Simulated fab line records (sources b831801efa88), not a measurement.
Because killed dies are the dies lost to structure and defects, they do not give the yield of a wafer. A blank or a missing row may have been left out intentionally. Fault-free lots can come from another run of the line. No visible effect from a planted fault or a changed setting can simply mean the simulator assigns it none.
Problem report, 8D (eight disciplines) form, completed by code | flow sky130 | the parts of the form that need people (team, actions taken, sign-off) are left out

## 1. WHAT WENT WRONG
Wafers without a fault read 1999.8 rpm, standard deviation 1.1; spin speed rpm at SKY_PASSIVATION_COAT_06 reads a mean of 2126.4 rpm on 6 wafers belonging to 2 lots. That is +99 or more standard deviations from the usual mean.
The step: resist thk 3000 nm.
The first sign was on wafer L684.1 at day 49 05:07, on litho track-01. Wafers with a number at this step in the record: 33, from 11 lots. The rule behind "out" and "out of limits": a value lying over 4 standard deviations away from the usual mean. All remaining wafers that have a number are taken as sound.

## 2. WHAT IT IS AND WHAT IT IS NOT
question                    | is                     | is not
which readings at this step | spin speed rpm         | -
which lots                  | L684, L685             | L665, L666, L667, L668, L673, L677, L680, L682, L688
which wafers of those lots  | all that have a number | -
read on which tools         | litho track-01         | litho track-02, litho track-03
when                        | from day 49 05:07      | up to then (24 sound wafers); but 3 sound wafers of L688 came after

## 3. SUSPECTS, AND WHAT RULES EACH OUT
Counting: any tool at a process step up to the reading is kept as a suspect provided that every lot that is out went through it and no sound lot did after the first of them.
- pvd sputter-01 at SKY_METAL4_SPUTTER_01 (material TiN, target thk 20 nm, time 16.7 s): kept. It ran every lot that is out, first L684 (day 45 06:59), and no sound lot after that.
- litho track-01 at SKY_PASSIVATION_COAT_06 (resist thk 3000 nm): kept. Every lot that is out went through it, starting with L684 (day 49 05:07), and after that it ran no sound lot; the last sound lot it ran before then is L677 (day 47 16:49). On those wafers its own readings are out: spin speed rpm.
After counting, pvd sputter-01 at SKY_METAL4_SPUTTER_01 and litho track-01 at SKY_PASSIVATION_COAT_06 remain.

## 4. THE CAUSE (what the simulator had put in)
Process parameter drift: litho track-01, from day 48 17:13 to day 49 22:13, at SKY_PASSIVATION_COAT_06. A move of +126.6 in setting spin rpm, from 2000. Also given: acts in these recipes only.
Counting left 2 suspects, and this tool is among them.

## 5. SEQUENCE OF EFFECTS, ordered by route
Rows list readings where the struck wafers' mean (over those with a number) sits beyond 3 standard deviations from the usual. Only readings whose record carries a usual standard deviation are examined. hours: median over the lots of the time between each lot's start at the first step of this table that gives one and its start at this step. sigmas: the change, counted in usual standard deviations.
hours | step                     | reading                  | usual      | on struck wafers | change | sigmas
0     | SKY_PASSIVATION_COAT_06  | spin speed rpm           | 1999.8 rpm | 2126.4           | +126.6 | +99 or more
9     | SKY_PASSIVATION_STRIP_12 | strip time to endpoint s | 31.57 s    | 30.53            | -1.04  | -8.6
Its process steps:
- SKY_PASSIVATION_COAT_06: resist thk 3000 nm.
- SKY_PASSIVATION_STRIP_12: strips in O2/N2.

## 6. HOW IT WOULD HAVE BEEN CAUGHT EARLIER
In this record the first reading out of limits was taken at day 49 05:07, 12 hours after the fault began at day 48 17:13.
